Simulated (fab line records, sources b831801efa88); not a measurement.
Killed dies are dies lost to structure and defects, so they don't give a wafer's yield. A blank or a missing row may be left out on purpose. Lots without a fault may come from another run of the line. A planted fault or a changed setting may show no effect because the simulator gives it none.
One fault seen from 2 desks | flow gf180mcu | each desk has only its own numbers; what lay behind them comes last

THE TOOL OWNER'S DESK: pvd_sputter-03
The tool's own readings at GF_M2_SPUTTER_03 (material Ti, target thk 10 nm, time 6.7 s): means of the sampled wafers that have a number, for each lot that ran on this tool. A lot is out of limits, marked OUT, if its mean lies more than 4 standard deviations from the usual mean; the brackets give that distance.
Columns: A = substrate_temp_c at GF_M2_SPUTTER_03, usual 299.98 C; B = throttle_valve_pct at GF_M2_SPUTTER_03, usual 29.8 %
lot  | first seen here | A      | B
L649 | day 21 11:10    | 300.00 | 30.6
L650 | day 21 18:04    | 299.90 | 30.8
L651 | day 22 01:29    | 300.10 | 30.2
L664 | day 26 09:05    | 300.07 | 30.5
This desk's finding: nothing out of limits on any of the 4 lots.

THE METROLOGY DESK
What the gauges read, lot by lot, whatever tool the lot ran on: means of the sampled wafers that have a number. A lot is out of limits, marked OUT, if its mean lies more than 4 standard deviations from the usual mean; the brackets give that distance.
Columns: A = V1_W_RS at GF_V1_RS_MEAS_24, usual 0.327 ohm/sq; B = V1_W_THK at GF_V1_THK_MEAS_25, usual 356 nm
lot  | first seen here | A     | B
L644 | day 19 08:11    | 0.327 | 358
L649 | day 21 10:31    | 0.319 | 362
L650 | day 21 17:27    | 0.327 | 359
L651 | day 22 00:52    | 0.325 | 363
L659 | day 24 16:35    | 0.328 | 351
L660 | day 24 21:40    | 0.325 | 355
L664 | day 26 08:29    | 0.324 | 363
This desk's finding: nothing out of limits on any of the 7 lots.

PUT TOGETHER
The tool owner's desk saw nothing out of limits.
The metrology desk saw nothing out of limits.

WHAT THE SIMULATOR HAD PUT IN
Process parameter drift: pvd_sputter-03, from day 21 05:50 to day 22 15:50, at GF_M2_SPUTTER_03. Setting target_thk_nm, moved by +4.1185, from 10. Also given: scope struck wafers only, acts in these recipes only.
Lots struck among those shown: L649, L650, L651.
